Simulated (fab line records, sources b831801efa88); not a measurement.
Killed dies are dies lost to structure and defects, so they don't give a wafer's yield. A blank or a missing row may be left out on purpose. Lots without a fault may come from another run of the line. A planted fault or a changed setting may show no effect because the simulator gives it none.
fab line records | flow gf180mcu
record lots=13 wafers=39 last_day=34
route steps=602 shown NWELL@49 LVPWELL@64 POLY_GATE@174 HV_LDD@184
lots that met no fault: from a run of the same line without faults
start_h: hours from the record's first day to the start of the lot's first wafer shown | wait_h: hours since the lot's step before | " the same as in the row above | L1.1+2: a row that stands for several wafers | - no value, or no start given | * or withheld: withheld | < > ~ a bound
route shown NAME@n: a module of which the file shows steps, and the number in the route of the first | usual: mean/standard deviation of fault-free wafers | same: alike in all rows | chamber/n: place in a boat | sites: the reading at each site | _std_site: their standard deviation | _edge_site: outer sites' mean less inner sites' | radius_mm: how far each site lies from the wafer's centre | mask NAME#n: copy n | behind: the tool/chamber that last shaped the wafer | hold: why the lot was held/for how many hours/how that ended | device: the transistor (n, p or np) that didn't switch | end of line: the same wafers' tests at the end of the route | a step without rows: its recipe alone | killed: dies lost to structure and defects at the first sort, not the wafer's yield | map: a wafer's dies, x killed, . not, _ none there
set.NAME: the setting as run; set.NAME@STEP: as run at that earlier step | model.NAME: the simulator's own value behind a step, which no gauge read
steps of the route over a sample of lots; a table a step, a row a wafer
services: from which hour (start_h, from the record's first day; less than 0 if before it) a tool's chamber was out of use, for how many hours, and why
## steps
# step GF_NWELL_OVL_MEAS_07
# usual NWELL_OVL=-0.3/1.6
# columns lot.wafer tool chamber start_h wait_h NWELL_OVL[nm]
L318.2 overlay-02 - 57.86 - 1.3
L318.3 " - " " -1.2
L318.5 " - " " 0.3
L319.2 overlay-02 - 61.95 - -0.5
L319.4 " - " " -1.2
L319.5 " - " " 1.8
L320.2 overlay-02 - 65.80 - 0.7
L320.4 " - " " -0.8
L320.5 " - " " -0.6
L321.1 overlay-01 - 71.85 - -0.4
L321.4 " - " " -0.7
L321.6 " - " " 1.7
L322.2 overlay-02 - 76.46 - 2.7
L322.3 " - " " 0.2
L322.6 " - " " -0.5
L324.3 overlay-01 - 89.68 - 0.4
L324.5 " - " " -0.2
L324.6 " - " " 1.9
L325.1 overlay-01 - 95.32 - 0.8
L325.3 " - " " -0.4
L325.5 " - " " 1.1
L327.2 overlay-01 - 105.06 - -4.7
L327.4 " - " " -2.4
L327.5 " - " " -5.2
L332.2 overlay-01 - 136.75 - -0.1
L332.3 " - " " 1.1
L332.6 " - " " 1.7
L333.2 overlay-01 - 139.52 - -0.7
L333.4 " - " " 0.8
L333.6 " - " " 0.9
L337.1 overlay-01 - 163.37 - -2.3
L337.3 " - " " 0.9
L337.6 " - " " -1.0
L340.3 overlay-02 - 180.62 - -1.2
L340.4 " - " " -1.2
L340.5 " - " " 1.4
L341.1 overlay-01 - 186.36 - -0.5
L341.4 " - " " -1.3
L341.5 " - " " -0.2
# step GF_NWELL_STRIP_10
# recipe chemistry=O2/N2 power_w=1400 pressure_mtorr=1500 platen_temp_c=250 o2_flow_sccm=3000 n2_flow_sccm=300 overash_fraction=0.5
# usual chamber_pressure_mTorr=1500.2/1.3 drypump_motor_current_A=5.6/0.37 heater_power_w=318/42 oes_product_au=0.722/0.0047 strip_time_to_endpoint_s=36.97/0.1
# columns lot.wafer tool chamber start_h wait_h chamber_pressure_mTorr drypump_motor_current_A heater_power_w oes_product_au rf_hours_counter_h strip_time_to_endpoint_s
L318.2 plasma_asher-04 0 58.19 0.1 1502.9 5.2 276 0.729 26 36.92
L318.3 " 0 " " 1499.3 5.3 281 0.724 - 36.94
L318.5 " 0 " " 1500.6 5.2 277 0.723 - 36.90
L319.2 plasma_asher-03 0 62.28 0.1 1499.5 6.0 303 0.716 44 36.94
L319.4 " 1 " " 1500.2 5.4 409 0.729 - 37.03
L319.5 " 0 " " 1499.7 6.0 300 0.723 - 36.93
L320.2 plasma_asher-04 1 66.13 0.1 1501.8 5.8 317 0.718 27 36.97
L320.4 " 0 " " 1500.0 5.2 281 0.722 - 36.92
L320.5 " 1 " " 1501.9 5.8 311 0.716 - 37.01
L321.1 plasma_asher-03 0 72.18 0.1 1499.4 6.1 301 0.715 45 37.19
L321.4 " 0 " " 1500.2 6.0 306 0.726 - 37.12
L321.6 " 0 " " 1500.7 6.0 308 0.714 - 37.12
L322.2 plasma_asher-04 0 76.79 0.1 1500.9 5.2 276 0.726 29 36.81
L322.3 " 0 " " 1499.4 5.1 277 0.720 - 36.91
L322.6 " 1 " " 1500.8 5.8 313 0.719 - 36.89
L324.3 plasma_asher-04 1 90.04 0.1 1498.2 5.8 307 0.721 - 36.89
L324.5 " 1 " " 1500.2 5.8 316 0.722 - 36.88
L324.6 " 0 " " 1498.4 5.2 274 0.725 - 36.90
L325.1 plasma_asher-03 0 95.65 0.1 1499.9 6.0 305 0.724 48 37.10
L325.3 " 1 " " 1501.1 5.4 409 0.727 - 37.15
L325.5 " 1 " " 1501.7 5.4 405 0.727 - 37.03
L327.2 plasma_asher-04 1 105.39 0.1 1499.8 5.8 312 0.714 33 36.76
L327.4 " 0 " " 1501.2 5.2 283 0.715 - 36.81
L327.5 " 1 " " 1500.7 5.8 313 0.724 - 36.77
L332.2 plasma_asher-02 0 137.08 0.1 1498.4 6.4 371 0.930 2 -
L332.3 " 1 " " 1501.5 5.4 286 0.934 - -
L332.6 " 1 " " 1498.3 5.5 294 0.939 - -
L333.2 plasma_asher-04 0 139.85 0.1 1497.5 5.2 278 0.726 37 37.03
L333.4 " 1 " " 1501.1 5.8 314 0.724 - 36.96
L333.6 " 0 " " 1499.1 5.2 274 0.727 - 37.10
L337.1 plasma_asher-04 0 163.70 0.1 1500.8 5.2 275 0.715 40 36.91
L337.3 " 1 " " 1500.9 5.8 312 0.729 - 36.88
L337.6 " 1 " " 1500.7 5.8 316 0.730 - 37.03
L340.3 plasma_asher-04 0 180.98 0.1 1499.7 5.2 281 0.719 - 37.03
L340.4 " 1 " " 1498.4 5.8 311 0.716 - 36.94
L340.5 " 0 " " 1500.8 5.2 280 0.728 - 37.10
L341.1 plasma_asher-04 1 186.69 0.1 1502.1 5.8 315 0.716 42 36.84
L341.4 " 0 " " 1497.5 5.2 273 0.715 - 36.89
L341.5 " 1 " " 1498.5 5.8 312 0.714 - 36.82
# step GF_LVPWELL_STRIP_10
# recipe chemistry=O2/N2 power_w=1400 pressure_mtorr=1500 platen_temp_c=250 o2_flow_sccm=3000 n2_flow_sccm=300 overash_fraction=0.5
# usual chamber_pressure_mTorr=1500.0/1.5 drypump_motor_current_A=5.7/0.45 heater_power_w=315/28 oes_product_au=0.722/0.0048 strip_time_to_endpoint_s=37.01/0.12
# columns lot.wafer tool chamber start_h wait_h chamber_pressure_mTorr drypump_motor_current_A heater_power_w oes_product_au rf_hours_counter_h strip_time_to_endpoint_s
L318.2 plasma_asher-01 0 71.18 0.1 1501.1 6.2 305 0.722 37 37.04
L318.3 " 0 " " 1500.5 6.1 312 0.720 - 36.88
L318.5 " 0 " " 1499.9 6.2 300 0.730 - 36.96
L319.2 plasma_asher-04 0 75.54 0.1 1499.2 5.2 280 0.724 29 37.14
L319.4 " 1 " " 1501.8 5.8 319 0.728 - 37.08
L319.5 " 0 " " 1500.6 5.2 278 0.726 - 37.13
L320.2 plasma_asher-01 1 80.04 0.1 1501.4 5.2 341 0.727 38 36.95
L320.4 " 0 " " 1501.2 6.1 299 0.724 - 36.93
L320.5 " 1 " " 1500.2 5.2 338 0.721 - 36.96
L321.1 plasma_asher-01 0 86.10 0.1 1502.2 6.1 308 0.725 39 36.85
L321.4 " 0 " " 1503.5 6.2 314 0.724 - 36.88
L321.6 " 0 " " 1499.4 6.2 315 0.724 - 36.88
L322.2 plasma_asher-04 0 91.37 0.1 1497.2 5.2 277 0.719 31 36.90
L322.3 " 1 " " 1501.7 5.8 312 0.719 - 36.89
L322.6 " 1 " " 1496.6 5.8 314 0.732 - 36.92
L324.3 plasma_asher-01 0 104.54 0.1 1498.4 6.2 307 0.730 - 37.21
L324.5 " 1 " " 1501.9 5.2 332 0.719 - 37.29
L324.6 " 0 " " 1498.6 6.2 306 0.729 - 37.28
L325.1 plasma_asher-01 1 109.75 0.1 1500.5 5.2 340 0.724 42 37.16
L325.3 " 0 " " 1500.8 6.1 310 0.723 - 37.32
L325.5 " 1 " " 1498.1 5.2 344 0.722 - 37.21
L327.2 plasma_asher-01 0 119.49 0.1 1500.7 6.1 311 0.725 43 37.00
L327.4 " 1 " " 1500.0 5.2 339 0.727 - 36.98
L327.5 " 0 " " 1498.8 6.2 306 0.712 - 37.02
L332.2 plasma_asher-01 0 153.07 0.1 1500.6 6.2 308 0.723 47 58.97
L332.3 " 1 " " 1496.2 5.2 333 0.730 - 58.98
L332.6 " 0 " " 1502.4 6.2 305 0.733 - 59.00
L333.2 plasma_asher-04 0 155.85 0.1 1498.2 5.2 277 0.717 39 36.91
L333.4 " 1 " " 1499.0 5.8 322 0.715 - 36.91
L333.6 " 1 " " 1501.1 5.8 304 0.722 - 37.09
L337.1 plasma_asher-01 1 180.52 0.1 1500.4 5.2 330 0.718 50 37.11
L337.3 " 0 " " 1500.3 6.1 304 0.724 - 37.11
L337.6 " 1 " " 1501.9 5.2 335 0.728 - 37.15
L340.3 plasma_asher-02 0 197.43 0.1 1501.1 6.4 374 0.725 - 37.06
L340.4 " 1 " " 1500.1 5.4 288 0.725 - 37.08
L340.5 " 1 " " 1500.2 5.4 279 0.706 - 37.06
L341.1 plasma_asher-01 1 203.54 0.1 1503.0 5.2 347 0.725 51 36.87
L341.4 " 1 " " 1501.4 5.2 349 0.716 - 36.98
L341.5 " 0 " " 1500.3 6.1 307 0.721 - 37.04
# step GF_LVPWELL_TW_MEAS_11
# usual LVPWELL_TW=559/3.1
# columns lot.wafer tool chamber start_h wait_h LVPWELL_TW
L318.2 film_metro-03 - 71.29 0.1 549
L318.3 " - " " 555
L318.5 " - " " 551
L319.2 film_metro-01 - 75.65 0.1 563
L319.4 " - " " 561
L319.5 " - " " 562
L320.2 film_metro-02 - 80.15 0.1 557
L320.4 " - " " 557
L320.5 " - " " 561
L321.1 film_metro-01 - 86.20 0.1 562
L321.4 " - " " 559
L321.6 " - " " 559
L322.2 film_metro-01 - 91.48 0.1 558
L322.3 " - " " 556
L322.6 " - " " 563
L324.3 film_metro-03 - 104.62 0.1 558
L324.5 " - " " 561
L324.6 " - " " 556
L325.1 film_metro-03 - 109.85 0.1 560
L325.3 " - " " 556
L325.5 " - " " 562
L327.2 film_metro-03 - 119.60 0.1 557
L327.4 " - " " 559
L327.5 " - " " 556
L332.2 film_metro-01 - 153.18 0.1 30
L332.3 " - " " 30
L332.6 " - " " 30
L333.2 film_metro-02 - 155.96 0.1 560
L333.4 " - " " 558
L333.6 " - " " 558
L337.1 film_metro-01 - 180.62 0.1 567
L337.3 " - " " 565
L337.6 " - " " 563
L340.3 film_metro-02 - 197.52 0.1 559
L340.4 " - " " 555
L340.5 " - " " 556
L341.1 film_metro-01 - 203.64 0.1 562
L341.4 " - " " 560
L341.5 " - " " 559
# step GF_POLY_GATE_THK_MEAS_17
# recipe reads=SiO2_of_POLY_GATE_OXIDATION_16
# usual POLY_GATE_OXIDATION_THK=3.99/0.094
# columns lot.wafer tool chamber start_h wait_h POLY_GATE_OXIDATION_THK[nm]
L318.2 film_metro-04 - 201.12 0.0 4.01
L318.3 " - " " 4.04
L318.5 " - " " 3.93
L319.2 film_metro-02 - 210.67 0.0 3.93
L319.4 " - " " 3.88
L319.5 " - " " 3.85
L320.2 film_metro-04 - 216.71 0.0 4.00
L320.4 " - " " 4.01
L320.5 " - " " 3.96
L321.1 film_metro-01 - 219.85 0.0 4.01
L321.4 " - " " 4.01
L321.6 " - " " 4.02
L322.2 film_metro-02 - 230.06 0.0 4.13
L322.3 " - " " 4.11
L322.6 " - " " 4.02
L324.3 film_metro-04 - 245.54 0.0 3.84
L324.5 " - " " 3.87
L324.6 " - " " 3.94
L325.1 film_metro-02 - 253.85 0.0 3.88
L325.3 " - " " 3.88
L325.5 " - " " 3.89
L327.2 film_metro-04 - 269.45 0.0 3.82
L327.4 " - " " 3.89
L327.5 " - " " 3.88
L333.2 film_metro-02 - 313.23 0.0 3.97
L333.4 " - " " 3.82
L333.6 " - " " 3.92
L332.2 film_metro-02 - 313.65 0.0 3.96
L332.3 " - " " 4.05
L332.6 " - " " 3.99
L337.1 film_metro-02 - 340.38 0.0 3.96
L337.3 " - " " 4.00
L337.6 " - " " 3.95
L340.3 film_metro-01 - 366.00 0.0 4.17
L340.4 " - " " 4.18
L340.5 " - " " 4.15
L341.1 film_metro-01 - 370.28 0.0 4.13
L341.4 " - " " 4.05
L341.5 " - " " 4.14
# step GF_HV_LDD_OVL_MEAS_08
# usual HV_LDD_OVL=0.4/1.5
# columns lot.wafer tool chamber start_h wait_h HV_LDD_OVL[nm]
L318.2 overlay-02 - 219.08 0.1 1.3
L318.3 " - " " 1.3
L318.5 " - " " 1.3
L319.2 overlay-02 - 228.71 0.1 1.2
L319.4 " - " " 2.4
L319.5 " - " " 0.7
L320.2 overlay-02 - 235.06 0.1 0.2
L320.4 " - " " 0.4
L320.5 " - " " 1.0
L321.1 overlay-01 - 239.06 0.1 0.8
L321.4 " - " " 2.2
L321.6 " - " " 0.8
L322.2 overlay-02 - 249.08 0.1 2.1
L322.3 " - " " 1.7
L322.6 " - " " 2.9
L324.3 overlay-02 - 264.28 0.1 -1.2
L324.5 " - " " 0.4
L324.6 " - " " -0.7
L325.1 overlay-01 - 272.68 0.1 -0.6
L325.3 " - " " 0.6
L325.5 " - " " 0.8
L327.2 overlay-02 - 289.68 0.1 2.0
L327.4 " - " " 2.1
L327.5 " - " " 2.8
L333.2 overlay-01 - 334.07 0.1 -0.5
L333.4 " - " " -1.3
L333.6 " - " " 0.0
L332.2 overlay-01 - 335.38 0.1 -1.8
L332.3 " - " " -1.2
L332.6 " - " " -1.3
L337.1 overlay-01 - 362.75 0.1 -1.6
L337.3 " - " " -2.3
L337.6 " - " " -0.9
L340.3 overlay-01 - 388.96 0.1 -2.0
L340.4 " - " " -2.8
L340.5 " - " " -3.2
L341.1 overlay-02 - 393.61 0.1 0.9
L341.4 " - " " -0.4
L341.5 " - " " 0.1
## services
# columns tool chamber start_h hours kind
plasma_asher-04 - 50.54 3.1 repair
plasma_asher-02 - 62.06 17.9 repair
plasma_asher-02 - 76.89 34.2 repair
plasma_asher-02 - 111.13 9.0 pm
plasma_asher-02 0 111.13 9.0 vent_cycle
plasma_asher-02 1 111.13 9.0 vent_cycle
plasma_asher-02 0 120.13 - clean
plasma_asher-02 1 120.13 - clean
plasma_asher-02 - 143.25 15.6 pm
plasma_asher-01 - 185.95 8.8 repair
## key
first_sign step=GF_NWELL_STRIP_10 reading=oes_product_au direction=up sigmas=45 usual=0.722 struck=0.935
effect step=GF_LVPWELL_STRIP_10 reading=strip_time_to_endpoint_s direction=up sigmas=99+ usual=* struck=*
effect step=GF_LVPWELL_TW_MEAS_11 reading=LVPWELL_TW direction=down sigmas=99+ usual=559 struck=30
met_at GF_NWELL_STRIP_10
struck_lots L332
sort_left_out L332.2,L332.3,L332.6
tester_left_out L332
not_acting_at GF_NWELL_OVL_MEAS_07,GF_POLY_GATE_THK_MEAS_17,GF_HV_LDD_OVL_MEAS_08
fault kind=strip_aborted tool=plasma_asher-02 chamber=- onset_h=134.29 steps=GF_NWELL_STRIP_10 offset=0.73411 end_h=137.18
# tester_left_out: of these lots the tester's yield and bins aren't shown, on N5 and GAA mostly nor the transistor test; their killed dies are dies lost to structure and defects alone, not to doping, threshold or leakage, so they don't give the yield
# sort_left_out: the simulated sort isn't trusted on such a fault, so these wafers' sort isn't shown, and their yield isn't known
